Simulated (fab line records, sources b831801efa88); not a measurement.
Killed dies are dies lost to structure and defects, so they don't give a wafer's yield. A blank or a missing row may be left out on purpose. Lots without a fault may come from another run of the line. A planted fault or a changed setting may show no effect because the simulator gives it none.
fab line records | flow sky130
record lots=13 wafers=39 last_day=50
route steps=708 shown LI_CONTACT@381 LOCAL_INTERCONNECT@387 PAD_OPEN@708
lots that met no fault: from a run of the same line without faults
start_h: hours from the record's first day to the start of the lot's first wafer shown | wait_h: hours since the lot's step before | " the same as in the row above | L1.1+2: a row that stands for several wafers | - no value, or no start given | * or withheld: withheld | < > ~ a bound
route shown NAME@n: a module of which the file shows steps, and the number in the route of the first | usual: mean/standard deviation of fault-free wafers | same: alike in all rows | chamber/n: place in a boat | sites: the reading at each site | _std_site: their standard deviation | _edge_site: outer sites' mean less inner sites' | radius_mm: how far each site lies from the wafer's centre | mask NAME#n: copy n | behind: the tool/chamber that last shaped the wafer | hold: why the lot was held/for how many hours/how that ended | device: the transistor (n, p or np) that didn't switch | end of line: the same wafers' tests at the end of the route | a step without rows: its recipe alone | killed: dies lost to structure and defects at the first sort, not the wafer's yield | map: a wafer's dies, x killed, . not, _ none there
set.NAME: the setting as run; set.NAME@STEP: as run at that earlier step | model.NAME: the simulator's own value behind a step, which no gauge read
steps of the route over a sample of lots; a table a step, a row a wafer
services: from which hour (start_h, from the record's first day; less than 0 if before it) a tool's chamber was out of use, for how many hours, and why
## steps
# step SKY_LI_CONTACT_SPUTTER_19
# recipe material=Ti target_thk_nm=20 chamber_pressure_pa=5 power_w=2500 substrate_temp_c=200 time_s=106.37
# usual chamber_pressure_pa=5.001/0.0081 throttle_valve_pct=29.8/0.81
# columns lot.wafer tool chamber start_h wait_h chamber_pressure_pa throttle_valve_pct
L328.1 pvd_sputter-01 - 676.94 0.0 4.994 28.8
L328.3 " - " " 5.010 29.9
L328.4 " - " " 5.001 28.5
L330.1 pvd_sputter-01 - 695.08 0.0 5.008 28.8
L330.3 " - " " 4.978 28.8
L330.5 " - " " 5.010 30.0
L332.2 pvd_sputter-02 - 717.42 0.0 5.010 30.6
L332.5 " - " " 4.997 30.6
L332.6 " - " " 5.004 30.9
L335.2 pvd_sputter-01 - 733.49 0.0 5.002 30.7
L335.5 " - " " 4.994 30.6
L335.6 " - " " 5.736 26.8
L343.2 pvd_sputter-04 - 812.17 0.0 5.008 30.1
L343.3 " - " " 5.010 28.9
L343.6 " - " " 5.005 29.3
L341.1 pvd_sputter-01 - 812.49 0.0 5.010 30.5
L341.3 " - " " 4.999 30.2
L341.6 " - " " 4.995 29.0
L342.1 pvd_sputter-04 - 812.86 0.0 4.997 30.2
L342.2 " - " " 5.016 29.6
L342.4 " - " " 4.990 29.1
L344.1 pvd_sputter-02 - 813.19 0.0 4.996 30.8
L344.5 " - " " 5.003 30.2
L344.6 " - " " 4.992 30.8
L345.1 pvd_sputter-02 - 814.24 0.0 4.994 30.1
L345.2 " - " " 5.007 30.6
L345.4 " - " " 5.000 30.9
L348.3 pvd_sputter-01 - 829.12 0.0 4.999 29.9
L348.5 " - " " 4.993 29.0
L348.6 " - " " 5.004 28.3
L349.2 pvd_sputter-02 - 839.19 0.0 5.000 30.8
L349.4 " - " " 4.999 30.1
L349.5 " - " " 5.003 30.7
L350.4 pvd_sputter-04 - 848.47 0.0 4.978 29.3
L350.5 " - " " 4.996 29.2
L350.6 " - " " 5.006 28.8
L351.1 pvd_sputter-04 - 858.89 0.0 5.003 29.3
L351.5 " - " " 5.002 30.2
L351.6 " - " " 5.004 29.0
# step SKY_LI_CONTACT_RS_MEAS_22
# recipe thk_meas_gauge=four-point-probe reads=W_of_LI_CONTACT_CVD_21+TiN_of_LI_CONTACT_SPUTTER_20+Ti_of_LI_CONTACT_SPUTTER_19
# usual LI_CONTACT_W_RS=0.288/0.0049
# columns lot.wafer tool chamber start_h wait_h LI_CONTACT_W_RS[ohm/sq]
L328.1 film_metro-03 - 677.21 0.1 0.288
L328.3 " - " " 0.287
L328.4 " - " " 0.291
L330.1 film_metro-01 - 695.34 0.1 0.288
L330.3 " - " " 0.284
L330.5 " - " " 0.290
L332.2 film_metro-03 - 717.70 0.1 0.287
L332.5 " - " " 0.288
L332.6 " - " " 0.289
L335.2 film_metro-03 - 733.90 0.2 0.293
L335.5 " - " " 0.290
L335.6 " - " " 0.289
L343.2 film_metro-02 - 812.45 0.1 0.284
L343.3 " - " " 0.286
L343.6 " - " " 0.290
L341.1 film_metro-02 - 812.88 0.2 0.291
L341.3 " - " " 0.291
L341.6 " - " " 0.292
L342.1 film_metro-01 - 813.12 0.1 0.283
L342.2 " - " " 0.284
L342.4 " - " " 0.285
L344.1 film_metro-01 - 813.58 0.2 0.289
L344.5 " - " " 0.290
L344.6 " - " " 0.290
L345.1 film_metro-03 - 814.63 0.2 0.292
L345.2 " - " " 0.290
L345.4 " - " " 0.291
L348.3 film_metro-01 - 829.42 0.1 0.282
L348.5 " - " " 0.286
L348.6 " - " " 0.284
L349.2 film_metro-03 - 839.47 0.1 0.284
L349.4 " - " " 0.286
L349.5 " - " " 0.283
L350.4 film_metro-03 - 848.92 0.1 0.287
L350.5 " - " " 0.291
L350.6 " - " " 0.287
L351.1 film_metro-03 - 859.15 0.1 0.294
L351.5 " - " " 0.278
L351.6 " - " " 0.293
# step SKY_LI_CONTACT_CMP_24
# recipe stop_on=PSG t_overpolish_s=20 down_force_psi=3.5 platen_rpm=60 target_thk_nm=0 pad_velocity_m_s=0.94248
# usual motor_current_A=11.6/0.93
# columns lot.wafer tool chamber start_h wait_h motor_current_A
L328.3 cmp-01 2 677.44 0.1 10.8
L328.1 " 3 " " 12.3
L328.4 " 0 " " 13.2
L330.3 cmp-02 3 695.57 0.1 11.1
L330.1 " 0 " " 11.5
L330.5 " 3 " " 11.2
L332.2 cmp-01 2 717.96 0.1 10.2
L332.5 " 0 " " 12.3
L332.6 " 1 " " 12.1
L335.2 cmp-01 0 734.16 0.1 12.9
L335.6 " 2 " " 10.6
L335.5 " 3 " " 12.6
L343.3 cmp-02 1 812.61 0.0 12.0
L343.2 " 3 " " 10.9
L343.6 " 1 " " 12.0
L341.3 cmp-02 2 813.11 0.1 10.8
L341.1 " 3 " " 11.7
L341.6 " 1 " " 12.3
L342.4 cmp-02 3 813.36 0.1 11.8
L342.1 " 0 " " 11.3
L342.2 " 2 " " 10.0
L344.1 cmp-02 0 813.76 0.1 11.1
L344.6 " 0 " " 11.2
L344.5 " 1 " " 11.9
L345.4 cmp-02 2 814.99 0.2 11.0
L345.2 " 0 " " 11.9
L345.1 " 1 " " 12.9
L348.3 cmp-02 2 829.66 0.1 10.0
L348.5 " 0 " " 11.9
L348.6 " 1 " " 11.6
L349.2 cmp-02 1 839.73 0.1 12.4
L349.4 " 2 " " 10.3
L349.5 " 3 " " 11.3
L350.4 cmp-02 3 849.19 0.2 11.2
L350.5 " 0 " " 11.0
L350.6 " 1 " " 12.1
L351.1 cmp-02 1 859.48 0.2 11.5
L351.5 " 2 " " 10.2
L351.6 " 3 " " 10.9
# step SKY_LOCAL_INTERCONNECT_SPUTTER_00
# recipe material=TiN target_thk_nm=100 temp_c=300 power_w=6500 time_s=83.3 chamber_pressure_pa=0.4
# usual chamber_pressure_pa=0.3999/0.0008 susceptor_temp_C=299.99/0.2 throttle_valve_pct=29.4/0.64
# columns lot.wafer tool chamber start_h wait_h chamber_pressure_pa susceptor_temp_C throttle_valve_pct
L328.1 pvd_sputter-01 - 677.69 0.1 0.4019 300.40 30.0
L328.3 " - " " 0.3999 299.89 28.7
L328.4 " - " " 0.3999 299.71 28.7
L330.1 pvd_sputter-04 - 695.82 0.1 0.4007 300.10 28.9
L330.3 " - " " 0.4007 299.90 30.5
L330.5 " - " " 0.4002 299.83 29.0
L332.2 pvd_sputter-04 - 718.16 0.1 0.3992 299.80 29.2
L332.5 " - " " 0.3988 300.24 29.3
L332.6 " - " " 0.4006 299.76 28.7
L335.2 pvd_sputter-04 - 734.36 0.1 0.4004 300.10 29.0
L335.5 " - " " 0.4008 300.12 29.0
L335.6 " - " " 0.3994 299.76 29.2
L343.2 pvd_sputter-01 - 812.91 0.1 0.3989 299.72 28.9
L343.3 " - " " 0.4011 299.76 30.0
L343.6 " - " " 0.4009 300.42 28.8
L341.1 pvd_sputter-03 - 813.36 0.1 0.3997 300.10 28.8
L341.3 " - " " 0.3990 299.78 29.1
L341.6 " - " " 0.4002 299.79 29.7
L342.1 pvd_sputter-04 - 813.66 0.2 0.4003 300.02 28.7
L342.2 " - " " 0.4009 300.02 29.4
L342.4 " - " " 0.3997 299.92 29.0
L344.1 pvd_sputter-03 - 814.06 0.2 0.4016 299.92 28.8
L344.5 " - " " 0.4006 299.77 28.7
L344.6 " - " " 0.3986 299.90 28.5
L345.1 pvd_sputter-01 - 815.29 0.1 0.4000 300.05 29.9
L345.2 " - " " 0.3997 299.91 28.8
L345.4 " - " " 0.4011 300.28 28.7
L348.3 pvd_sputter-04 - 829.86 0.1 0.3988 299.93 29.4
L348.5 " - " " 0.3988 300.00 29.6
L348.6 " - " " 0.4003 300.07 28.9
L349.2 pvd_sputter-01 - 839.93 0.1 0.4007 299.88 29.0
L349.4 " - " " 0.3995 299.90 28.9
L349.5 " - " " 0.3992 300.11 30.4
L350.4 pvd_sputter-01 - 849.34 0.1 0.3997 300.13 30.0
L350.5 " - " " 0.4001 300.08 28.8
L350.6 " - " " 0.4010 300.16 28.8
L351.1 pvd_sputter-01 - 859.63 0.1 0.3996 299.85 28.8
L351.5 " - " " 0.4013 299.90 30.1
L351.6 " - " " 0.3987 299.87 28.6
# step SKY_PAD_OPEN_PROBE_99
# usual killed_at_M0_to_M3=44/6.5 killed_at_M4_up=2.9/1.7 killed_at_contacts=24/5.7 killed_at_front_end=16/4.4 killed_at_other=0.2/0.48 killed_dies=87/9.6 killed_open=48/6.7 killed_short=38/6.2
# same gross_dies=492 killed_at_back_side=0
# columns lot.wafer tool chamber start_h wait_h killed_at_M0_to_M3 killed_at_M4_up killed_at_contacts killed_at_front_end killed_at_other killed_dies killed_open killed_short
L332.2 prober-01 - 1108.03 0.1 31 2 28 17 0 78 41 37
L332.5 prober-01 - 1108.18 0.2 43 0 24 16 1 84 50 33
L332.6 prober-01 - 1108.23 0.2 43 1 24 15 1 84 48 35
# killed by level:class
L332.2 VIA1:geometric_particle:open=9 LI_CONTACT:geometric_particle:open=9 CONTACT:geometric_particle:short=6 CONTACT:geometric_particle:open=6 FIELD_ISO:geometric_particle:short=5 POLY_GATE:geometric_particle:short=5 METAL2:geometric_particle:short=5 METAL1:geometric_particle:short=4
L332.5 CONTACT:geometric_particle:open=13 VIA1:geometric_particle:open=8 VIA3:geometric_particle:open=8 VIA2:geometric_particle:open=7 METAL1:geometric_particle:short=7 POLY_GATE:geometric_particle:short=6 CONTACT:geometric_particle:short=6 FIELD_ISO:geometric_particle:open=4
L332.6 VIA1:geometric_particle:open=12 LI_CONTACT:geometric_particle:short=8 CONTACT:geometric_particle:open=8 VIA3:geometric_particle:open=8 VIA2:geometric_particle:open=6 POLY_GATE:geometric_particle:open=4 LOCAL_INTERCONNECT:geometric_particle:short=4 METAL1:geometric_particle:short=4
## services
# columns tool chamber start_h hours kind
pvd_sputter-01 - 663.55 0.8 repair
cmp-01 - 665.95 4.0 pm
cmp-01 - 673.67 0.4 repair
cmp-02 - 715.31 2.6 repair
cmp-02 - 715.46 1.0 repair
pvd_sputter-01 - 718.03 0.7 repair
pvd_sputter-01 - 721.14 5.0 repair
cmp-02 - 741.31 1.4 repair
cmp-01 - 744.05 4.0 pm
cmp-01 - 748.05 - consumable_replace:conditioner
cmp-01 - 748.05 - consumable_replace:pad
cmp-02 - 756.86 1.4 repair
cmp-01 - 763.56 0.2 repair
cmp-02 - 781.63 3.2 pm
cmp-02 - 790.58 0.8 repair
cmp-02 - 803.06 4.3 repair
cmp-02 - 806.43 1.7 repair
cmp-01 - 810.89 15.8 pm
pvd_sputter-03 - 818.83 13.6 repair
cmp-01 - 831.15 2.3 repair
pvd_sputter-03 - 843.01 26.9 repair
cmp-01 - 856.68 1.1 repair
pvd_sputter-03 - 857.44 0.9 repair
## key
first_sign step=SKY_LI_CONTACT_SPUTTER_19 reading=chamber_pressure_pa direction=up sigmas=90 usual=5.001 struck=5.736
effect step=SKY_LI_CONTACT_SPUTTER_19 reading=throttle_valve_pct direction=down sigmas=3.7 usual=29.8 struck=26.8
met_at SKY_LI_CONTACT_SPUTTER_19
struck_lots L335
struck_wafers L335.6
tester_left_out L335
not_acting_at SKY_LI_CONTACT_RS_MEAS_22,SKY_LI_CONTACT_CMP_24,SKY_LOCAL_INTERCONNECT_SPUTTER_00
onset_between 695.08 733.49
fault kind=process_parameter_drift tool=pvd_sputter-01 chamber=- onset_h=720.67 steps=SKY_LI_CONTACT_SPUTTER_19 channel=chamber_pressure_pa offset=0.73615 shape=step end_h=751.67 acts_in=these_recipes_only stated=5 scope=struck_wafers_only
# tester_left_out: of these lots the tester's yield and bins aren't shown, on N5 and GAA mostly nor the transistor test; their killed dies are dies lost to structure and defects alone, not to doping, threshold or leakage, so they don't give the yield
